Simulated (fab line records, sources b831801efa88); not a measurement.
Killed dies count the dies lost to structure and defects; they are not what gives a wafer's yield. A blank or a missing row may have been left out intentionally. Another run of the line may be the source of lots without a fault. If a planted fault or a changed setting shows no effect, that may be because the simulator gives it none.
Struck lot and sound lot, side by side / flow sky130 / 44 out of 708 route steps
Sound: wafers L531.4, L531.5, L531.6. Struck: wafer L545.4; the same lot's L545.5 was not struck, so it is left out; see the end for the cause.
Each step with rows lists, per side, the tool, then ch with its chambers, then its first start. Under that, the readings that differ: sound wafers / struck wafers / difference of the means / sigmas: that difference in standard deviations of wafers without a fault.
alike: words and numbers the same on both sides, and readings whose means are apart by under 2 such deviations; not compared: readings that were withheld, readings missing a value for some wafer, numbers with overlapping values and no deviation given by the record, and bounds like >300 which may hide the same value.
The two part at a step that has a row with sigmas, a row that says differs or no value, or rows on one side only. When numbers do not overlap yet have no deviation, they are printed without sigmas and do not part them. A reading missing from all wafers of one side parts the sides only when that side holds two or more wafers.

SKY_FIELD_ISO_THK_MEAS_02:
  struck on film metro-04, day 4 23:03; sound on film metro-03, day 1 22:11
  alike: FIELD_ISO_OXIDATION_00_THK
then, 1 step without rows for these wafers: SKY_FIELD_ISO_CVD_03 (deposits Si3N4 from DCS/NH3, target thk 165 nm, time 2830 s).
SKY_FIELD_ISO_THK_MEAS_04:
  struck on film metro-01, day 5 00:53; sound on film metro-03, day 2 00:01
  alike: FIELD_ISO_CVD_03_THK
then, 8 steps without rows for these wafers: SKY_FIELD_ISO_DEHYDRATE_05 (time 60 s); SKY_FIELD_ISO_HMDS_06 (prime time 60 s); SKY_FIELD_ISO_COAT_07 (resist thk 60 nm); SKY_FIELD_ISO_COAT_08 (resist thk 450 nm); SKY_FIELD_ISO_SOFTBAKE_09 (time 90 s); SKY_FIELD_ISO_EXPOSE_10 (exposes mask FOM, target cd 150 nm); SKY_FIELD_ISO_PEB_11; SKY_FIELD_ISO_DEVELOP_12 (develop time 60 s).
SKY_FIELD_ISO_CD_MEAS_13: the cd target is 150 nm.
  struck on cd sem-01, day 5 19:31; sound on cd sem-02, day 2 14:23
  alike: cd nm
SKY_FIELD_ISO_ETCH_14: etches BARC in N2/H2, stops on SiO2, time 45.9 s, target depth 60 nm.
  sound on rie diel-01 ch 0,3, day 2 14:27; struck on rie diel-01 ch 0, day 5 19:34
reading=oes product au (a.u.); sound=0.854 0.859 0.861; struck=1.003; difference=+0.145; sigmas=+32
reading=run length s (s); sound=74.0 74.0 75.3; struck=48.1; difference=-26.3; sigmas=-61
reading=model.etch.depth nm (nm); sound=60.09 60.16 60.35; struck=32.56; difference=-27.64; sigmas=
reading=model.KrF-thick_of_FIELD_ISO_COAT_08.thk nm (nm); sound=392.4 391.4 390.9; struck=419; difference=+27; sigmas=
reading=model.FIELD_ISO.cd nm (nm); sound=149.1 148.8 150.5; struck=156.2; difference=+6.7; sigmas=
  alike: drypump motor current A, h2 flow sccm, n2 flow sccm, throttle valve pct
  not compared: rf hours counter h
SKY_FIELD_ISO_ETCH_15: etches the open film in CHF3/O2, stops on Si, target depth 180 nm, time 72 s.
  sound on rie diel-01 ch 0,3, day 2 14:29; struck on rie diel-01 ch 0, day 5 19:37
reading=oes product au (a.u.); sound=0.946 0.948 0.955; struck=0.375; difference=-0.575; sigmas=-80
reading=run length s (s); sound=99.5 99.7 100.6; struck=100.9; difference=+1.0; sigmas=+2
reading=throttle valve pct (%); sound=8.848 8.837 8.840; struck=8.681; difference=-0.161; sigmas=-18
reading=model.KrF-thick_of_FIELD_ISO_COAT_08.thk nm (nm); sound=237 236.7 233.9; struck=260.4; difference=+24.5; sigmas=
  alike: drypump motor current A
  not compared: rf hours counter h
SKY_FIELD_ISO_STRIP_16: strips in O2/N2.
  sound on plasma asher-02 ch 0,1, day 2 14:35; struck on plasma asher-02 ch 1, day 5 19:42
reading=strip time to endpoint s (s); sound=3.561 3.539 3.520; struck=3.818; difference=+0.278; sigmas=+10
  alike: drypump motor current A, n2 flow sccm, oes product au
  not compared: rf hours counter h
SKY_FIELD_ISO_ETCH_17: etches Si in HBr/Cl2/O2, target depth 342 nm, time 97.7 s.
  sound on rie si-01 ch 1,2, day 2 14:39; struck on rie si-01 ch 1, day 5 19:46
reading=model.FIELD_ISO.cd nm (nm); sound=150.7 150.9 151.4; struck=156.9; difference=+5.9; sigmas=
  alike: drypump motor current A, oes product au, run length s, throttle valve pct
  not compared: rf hours counter h
then, 5 steps without rows for these wafers: SKY_FIELD_ISO_WET_ETCH_18 (etches Si3N4 in H3PO4, target depth 25 nm, time 286 s); SKY_FIELD_ISO_CLEAN_19 (cleans in SC1/SC2, time 150 s); SKY_FIELD_ISO_CLEAN_20 (cleans in dHF, time 20 s); SKY_FIELD_ISO_WET_ETCH_21 (etches SiO2 in dHF, target depth 20 nm, time 400 s); SKY_FIELD_ISO_OXIDATION_22 (stabilise 600 s, purge 300 s, target thk 10 nm).
SKY_FIELD_ISO_THK_MEAS_23:
  struck on film metro-03, day 5 21:50; sound on film metro-03, day 2 16:11
  alike: FIELD_ISO_OXIDATION_01_THK
then, 1 step without rows for these wafers: SKY_FIELD_ISO_CVD_24 (deposits SiO2, target thk 595 nm, time 99.2 s).
SKY_FIELD_ISO_THK_MEAS_25:
  struck on film metro-04, day 5 21:58; sound on film metro-01, day 2 16:19
  alike: FIELD_ISO_CVD_24_THK
then, 1 step without rows for these wafers: SKY_FIELD_ISO_ANNEAL_26 (time 1800 s).
SKY_FIELD_ISO_CMP_27: polishes, stops on Si3N4, t overpolish 16 s, target thk 457.8 nm.
  sound on cmp-02 ch 0,1, day 2 17:51; struck on cmp-02 ch 2, day 5 23:30
  alike: motor current A
then, 5 steps without rows for these wafers: SKY_FIELD_ISO_WET_ETCH_28 (etches SiO2 in dHF, target depth 23.7 nm, time 47 s); SKY_FIELD_ISO_WET_ETCH_29 (etches Si3N4 in H3PO4, target depth 160 nm, time 1825 s); SKY_FIELD_ISO_WET_ETCH_30 (etches SiO2 in dHF, target depth 25 nm, time 50 s); SKY_NWELL_CLEAN_00 (cleans in SC1/SC2, time 150 s); SKY_NWELL_OXIDATION_01 (stabilise 600 s, purge 300 s, target thk 10 nm).
SKY_NWELL_THK_MEAS_02:
  struck on film metro-02, day 6 02:05; sound on film metro-03, day 2 20:11
  alike: NWELL_OXIDATION_THK
then, 8 steps without rows for these wafers: SKY_DNWELL_DEHYDRATE_00 (time 60 s); SKY_DNWELL_HMDS_01 (prime time 60 s); SKY_DNWELL_COAT_02 (resist thk 3000 nm); SKY_DNWELL_SOFTBAKE_03; SKY_DNWELL_EXPOSE_04 (exposes mask DNM, target cd 3000 nm); SKY_DNWELL_PEB_05; SKY_DNWELL_DEVELOP_06 (develop time 60 s); SKY_DNWELL_IMPLANT_07.
SKY_DNWELL_STRIP_08: strips in O2/N2.
  sound on plasma asher-03 ch 0,1, day 3 12:08; struck on plasma asher-01 ch 1, day 6 20:31
reading=oes product au (a.u.); sound=0.725 0.721 0.714; struck=0.729; difference=+0.009; sigmas=+2
  alike: drypump motor current A, n2 flow sccm, strip time to endpoint s
  not compared: rf hours counter h
SKY_DNWELL_TW_MEAS_09:
  struck on film metro-04, day 6 20:37; sound on film metro-04, day 3 12:14
  alike: DNWELL_TW
SKY_PWDE_OVL_MEAS_07:
  struck on overlay-02, day 7 15:35; sound on overlay-01, day 4 04:14
  not compared: PWDE_OVL
SKY_NWELL_OVL_MEAS_10:
  struck on overlay-02, day 8 12:44; sound on overlay-01, day 4 21:02
  not compared: NWELL_00_OVL

== WHERE THEY PART ==
First at SKY_FIELD_ISO_ETCH_14; last, within this record, at SKY_DNWELL_STRIP_08. Later steps at which nothing parts them and some readings are alike: SKY_DNWELL_TW_MEAS_09.

WHY: what the simulator had put in
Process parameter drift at SKY_FIELD_ISO_ETCH_14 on rie diel-01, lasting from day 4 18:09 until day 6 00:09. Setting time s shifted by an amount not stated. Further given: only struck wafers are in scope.
